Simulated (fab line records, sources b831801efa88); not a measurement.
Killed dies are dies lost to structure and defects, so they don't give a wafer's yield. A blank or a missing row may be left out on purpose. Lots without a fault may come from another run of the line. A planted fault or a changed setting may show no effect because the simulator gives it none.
Which tool did it? | flow sky130 | 11 lots, 31 wafers sampled, at 5 steps of a route of 708

WHAT THE GAUGES READ, wafer by wafer
SKY_VIA2_RS_MEAS_22: measures by four-point-probe. Usual: VIA2_W_RS 0.275 ohm/sq, standard deviation 0.0035.
lot  | measured     | on            | VIA2_W_RS (ohm/sq) | flag
L703 | day 36 09:04 | film_metro-03 | 0.277 0.271 0.275  |
L706 | day 37 08:13 | film_metro-03 | 0.273 0.277 0.276  |
L707 | day 37 20:04 | film_metro-01 | 0.272 0.272 0.276  |
L708 | day 37 21:57 | film_metro-03 | 0.280 0.278 0.283  |
L712 | day 39 03:04 | film_metro-01 | 0.269 0.275        |
L713 | day 39 14:52 | film_metro-01 | 0.270 0.278        |
L718 | day 41 04:49 | film_metro-03 | 0.282 0.275 0.282  |
L723 | day 42 11:32 | film_metro-04 | 0.276 0.274 0.274  |
L726 | day 43 06:45 | film_metro-03 | 0.272 0.271 0.277  |
L724 | day 43 09:56 | film_metro-03 | 0.276 0.276 0.276  |
L725 | day 43 10:07 | film_metro-01 | 0.271 0.273 0.272  |

SKY_VIA3_BOW_MEAS_03. Usual: VIA3_BOW 80 um, standard deviation 7.9.
lot  | measured     | on            | VIA3_BOW (um) | flag
L703 | day 38 16:20 | film_metro-04 | 64 85 75      |
L706 | day 39 13:53 | film_metro-02 | 100 79 87     |
L707 | day 40 03:29 | film_metro-04 | 92 91 73      |
L708 | day 40 04:42 | film_metro-04 | 95 88 88      |
L712 | day 41 07:31 | film_metro-04 | 82            |
L718 | day 43 06:19 | film_metro-01 | 82 87 89      |
L723 | day 44 12:23 | film_metro-02 | 81 82 72      |
L726 | day 45 05:53 | film_metro-04 | 70 71 93      |
L724 | day 45 09:19 | film_metro-04 | 91 70 79      |
L725 | day 45 09:40 | film_metro-04 | 72 69 58      |

WHICH TOOL RAN EACH LOT (tool, then ch and the chambers of the sampled wafers, then the start)
lot  | SKY_METAL3_ETCH_17                 | SKY_METAL3_METAL_ETCH_18          | SKY_METAL3_STRIP_19
L703 | rie_diel-02 ch 0,2,3, day 38 15:01 | rie_metal-01 ch 0,1, day 38 15:01 | plasma_asher-02 ch 0,1, day 38 15:12
L706 | rie_diel-02 ch 1,2,3, day 39 12:31 | rie_metal-01 ch 0,1, day 39 12:36 | plasma_asher-02 ch 0,1, day 39 12:45
L707 | rie_diel-04 ch 0,3, day 39 23:43   | rie_metal-02 ch 0,1, day 39 23:44 | plasma_asher-04 ch 0,1, day 39 23:55
L708 | rie_diel-02 ch 1,2,3, day 40 02:43 | rie_metal-02 ch 0,1, day 40 02:43 | plasma_asher-04 ch 0,1, day 40 02:54
L712 | rie_diel-02 ch 0,2, day 41 05:52   | rie_metal-02 ch 0,1, day 41 05:52 | plasma_asher-02 ch 0,1, day 41 06:03
L713 | rie_diel-04 ch 0,3, day 41 15:26   | rie_metal-02 ch 0,1, day 41 15:34 | plasma_asher-04 ch 0,1, day 41 15:41
L718 | rie_diel-02 ch 1,3, day 43 04:46   | rie_metal-01 ch 1, day 43 04:48   | plasma_asher-02 ch 0,1, day 43 05:10
L723 | rie_diel-03 ch 0,2,3, day 44 11:00 | rie_metal-02 ch 0,1, day 44 11:01 | plasma_asher-04 ch 0,1, day 44 11:11
L726 | rie_diel-04 ch 1,2,3, day 45 04:34 | rie_metal-02 ch 1, day 45 04:35   | plasma_asher-04 ch 0,1, day 45 04:46
L724 | rie_diel-02 ch 0,1,3, day 45 08:00 | rie_metal-02 ch 0,1, day 45 08:01 | plasma_asher-04 ch 0,1, day 45 08:11
L725 | rie_diel-03 ch 0,1,2, day 45 08:21 | rie_metal-02 ch 0,1, day 45 08:22 | plasma_asher-02 ch 0,1, day 45 08:32
- SKY_METAL3_ETCH_17: etches SiO2 in C4F8/O2/Ar, stops on TiN, time 3.9 s, target depth 15 nm.
- SKY_METAL3_METAL_ETCH_18: etches the open film in Cl2/BCl3, stops on SiO2, target depth 845 nm, time 183.1 s.
- SKY_METAL3_STRIP_19: strips in O2/N2.

WHAT THE TOOLS THEMSELVES READ (means of the sampled wafers that have a number; where no wafer has one, the mark that the record gives instead)
SKY_METAL3_ETCH_17. Usual: oes_product_au 0.754 a.u., standard deviation 0.0082.
lot  | tool        | oes_product_au (a.u.) | flag
L703 | rie_diel-02 | 0.751                 |
L706 | rie_diel-02 | 0.755                 |
L707 | rie_diel-04 | 0.748                 |
L708 | rie_diel-02 | 0.759                 |
L712 | rie_diel-02 | 0.756                 |
L713 | rie_diel-04 | 0.745                 |
L718 | rie_diel-02 | 0.756                 |
L723 | rie_diel-03 | 0.758                 |
L726 | rie_diel-04 | 0.755                 |
L724 | rie_diel-02 | 0.746                 |
L725 | rie_diel-03 | 0.743                 |

SKY_METAL3_METAL_ETCH_18. Usual: drypump_motor_current_A 5.57 A, standard deviation 0.25; oes_product_au 0.864 a.u., standard deviation 0.0071; throttle_valve_pct 22.265 %, standard deviation 0.0098.
lot  | tool         | drypump_motor_current_A (A) | oes_product_au (a.u.) | throttle_valve_pct (%) | flag
L703 | rie_metal-01 | 5.66                        | 0.866                 | 22.269                 |
L706 | rie_metal-01 | 5.65                        | 0.872                 | 22.263                 |
L707 | rie_metal-02 | 5.63                        | 0.861                 | 22.266                 |
L708 | rie_metal-02 | 5.63                        | 0.866                 | 22.265                 |
L712 | rie_metal-02 | 5.54                        | 0.818                 | 22.261                 | OFF
L713 | rie_metal-02 | 5.56                        | 0.763                 | 22.265                 | OFF
L718 | rie_metal-01 | 5.66                        | 0.857                 | 22.254                 |
L723 | rie_metal-02 | 5.65                        | 0.860                 | 22.266                 |
L726 | rie_metal-02 | 5.80                        | 0.874                 | 22.266                 |
L724 | rie_metal-02 | 5.46                        | 0.854                 | 22.277                 |
L725 | rie_metal-02 | 5.46                        | 0.861                 | 22.265                 |

SKY_METAL3_STRIP_19. Usual: drypump_motor_current_A 5.7 A, standard deviation 0.42; oes_product_au 0.502 a.u., standard deviation 0.0054; strip_time_to_endpoint_s 6.52 s, standard deviation 0.074.
lot  | tool            | drypump_motor_current_A (A) | oes_product_au (a.u.) | strip_time_to_endpoint_s (s) | flag
L703 | plasma_asher-02 | 5.7                         | 0.496                 | 6.39                         |
L706 | plasma_asher-02 | 5.8                         | 0.499                 | 6.46                         |
L707 | plasma_asher-04 | 6.1                         | 0.497                 | 6.50                         |
L708 | plasma_asher-04 | 5.9                         | 0.503                 | 6.53                         |
L712 | plasma_asher-02 | 5.8                         | 0.540                 | 7.55                         | OFF
L713 | plasma_asher-04 | 6.0                         | 0.587                 | 8.59                         | OFF
L718 | plasma_asher-02 | 5.7                         | 0.505                 | 6.55                         |
L723 | plasma_asher-04 | 6.1                         | 0.503                 | 6.58                         |
L726 | plasma_asher-04 | 6.0                         | 0.500                 | 6.50                         |
L724 | plasma_asher-04 | 6.0                         | 0.503                 | 6.53                         |
L725 | plasma_asher-02 | 5.8                         | 0.497                 | 6.53                         |

THE ANSWER, worked out from the rows above alone
Rule: a lot is off if the mean of its wafers that have a number lies more than 3 standard deviations from the usual mean. A lot without any number at a reading at which 4 lots or more have one is off too. The other lots that the step has rows for count as sound. The gauges are gone through in route order, then the tools' own readings, and for those a lot's mean is taken as printed above. The first step at which some lot is off is used, and at that step the reading that is off furthest; a lot without a number counts as furthest.
Off: L712, L713, at SKY_METAL3_METAL_ETCH_18 (oes_product_au).
A tool fits if, at that step or a process step before it, it ran every lot that is off, and no sound lot after the first of them. None of those tried fits.

WHAT THE SIMULATOR HAD PUT IN
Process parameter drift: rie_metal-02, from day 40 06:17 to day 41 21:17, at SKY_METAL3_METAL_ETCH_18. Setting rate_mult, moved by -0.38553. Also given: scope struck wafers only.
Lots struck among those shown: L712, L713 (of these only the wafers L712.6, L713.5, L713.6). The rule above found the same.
